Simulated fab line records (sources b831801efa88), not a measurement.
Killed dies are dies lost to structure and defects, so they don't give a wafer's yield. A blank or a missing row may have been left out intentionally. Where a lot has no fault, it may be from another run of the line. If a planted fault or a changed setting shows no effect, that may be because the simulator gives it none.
A lot that was struck, set against a sound lot | flow sfq-line | 17 out of 325 route steps
Sound: wafers L476.1, L476.2, L476.6. Struck: wafer L488.3; the same lot's L488.5 was not struck, so it is left out; see the end for the cause.
For every step that has rows: the tool of each side, followed by ch and its chambers, followed by its first start. Under that, the readings that differ: sound wafers | struck wafers | difference of the means | sigmas: that difference in standard deviations of wafers without a fault.
alike: words and numbers the same on both sides, and readings whose means are apart by under 2 such deviations; not compared: readings that were withheld, readings missing a value for some wafer, numbers with overlapping values and no deviation given by the record, and bounds like >300 which may hide the same value.
Wherever a step has rows on one side only, a row that says differs or no value, or a row with sigmas, the two part there. Non-overlapping numbers with no deviation appear without sigmas and do not part them. A reading missing from all wafers of one side parts the sides only when that side holds two or more wafers.

first, 4 steps without rows for these wafers: SFQ_TRILAYER_M5_LITHO_SOFTBAKE_127; SFQ_TRILAYER_M5_LITHO_EXPOSE_124 (exposes mask M5, target cd 700 nm); SFQ_TRILAYER_M5_LITHO_PEB_126 (peb time 60 s); SFQ_TRILAYER_M5_LITHO_DEVELOP_125 (time 60 s).
SFQ_M5_OVL_MEAS_932:
  sound: overlay-01 at day 56 02:40; struck: overlay-01 at day 60 22:07
  alike: M5_OVL
SFQ_TRILAYER_M5_BARC_OPEN_METAL_ETCH_161: etches BARC in O2, target depth 125 nm, time 41.7 s.
  sound on rie-metal-01 ch 0,1, day 56 02:41; struck on rie-metal-01 ch 1, day 60 22:10
  alike: drypump-motor-current-A, oes-product-au
  not compared: rf-hours-counter-h
SFQ_TRILAYER_M5_ETCH_METAL_ETCH_126: etches Nb in Cl2/BCl3, stops on SiO2, time 203.2 s, target depth 265 nm.
  sound on rie-metal-01 ch 0,1, day 56 02:45; struck on rie-metal-01 ch 1, day 60 22:16
  alike: drypump-motor-current-A, oes-product-au
  not compared: rf-hours-counter-h
then, 4 steps without rows for these wafers: SFQ_TRILAYER_M5_STRIP_STRIP_127 (strips in O2); SFQ_TRILAYER_M5_STRIP_SOLV_CLEAN_128 (cleans in NMP, time 600 s); SFQ_TRILAYER_A5B_DEP_PECVD_129 (deposits SiO2 from SiH4/N2O, time 133.33 s, target thk 600 nm); SFQ_TRILAYER_A5B_CMP_CMP_130 (polishes, stops on Nb, target thk 340.7 nm).
SFQ_TRILAYER_A5B_METRO_MEASURE_131:
  sound: film-metro-02 at day 56 06:50; struck: film-metro-04 at day 61 02:40
  alike: thk-nm
SFQ_TRILAYER_R5_DEP_SPUTTER_132: material Ti, target thk 5 nm, time 5 s.
  sound: pvd-sputter-03 at day 56 08:02; struck: pvd-sputter-03 at day 61 03:28
  reading                                             | sound             | struck | difference | sigmas
  model.Ti_of_TRILAYER_R5_DEP_SPUTTER_132.thk-nm (nm) | 4.899 4.668 4.795 | 1.822  | -2.965     |
  alike: cathode-dc-power-W, throttle-valve-pct
SFQ_TRILAYER_R5_DEP_SPUTTER_133: material MoNx, target thk 40 nm, time 66.7 s.
  sound: pvd-sputter-03 at day 56 08:03; struck: pvd-sputter-03 at day 61 03:29
  reading                | sound                | struck | difference | sigmas
  cathode-dc-power-W (W) | 999.86 999.89 999.47 | 1000.2 | +0.5       | +2
  alike: throttle-valve-pct
SFQ_TRILAYER_R5_DEP_SPUTTER_134: material Ti, target thk 5 nm, time 5 s.
  sound: pvd-sputter-03 at day 56 08:06; struck: pvd-sputter-03 at day 61 03:32
  alike: cathode-dc-power-W, throttle-valve-pct
SFQ_R5_RS_MEAS_933: measures by four-point-probe.
  sound: film-metro-04 at day 56 08:07; struck: film-metro-03 at day 61 03:35
  reading             | sound          | struck | difference | sigmas
  R5_MONX_RS (ohm/sq) | 7.06 7.11 7.16 | 7.26   | +0.15      | +2
SFQ_R5_THK_MEAS_934: measures by xrf.
  sound: film-metro-04 at day 56 08:14; struck: film-metro-03 at day 61 03:41
  alike: R5_MONX_THK

WHERE THEY PART
Earliest at SFQ_TRILAYER_R5_DEP_SPUTTER_133; latest, in this record, at SFQ_R5_RS_MEAS_933. Later steps at which nothing parts them and some readings are alike: SFQ_R5_THK_MEAS_934.

WHY: whatever the simulator had introduced
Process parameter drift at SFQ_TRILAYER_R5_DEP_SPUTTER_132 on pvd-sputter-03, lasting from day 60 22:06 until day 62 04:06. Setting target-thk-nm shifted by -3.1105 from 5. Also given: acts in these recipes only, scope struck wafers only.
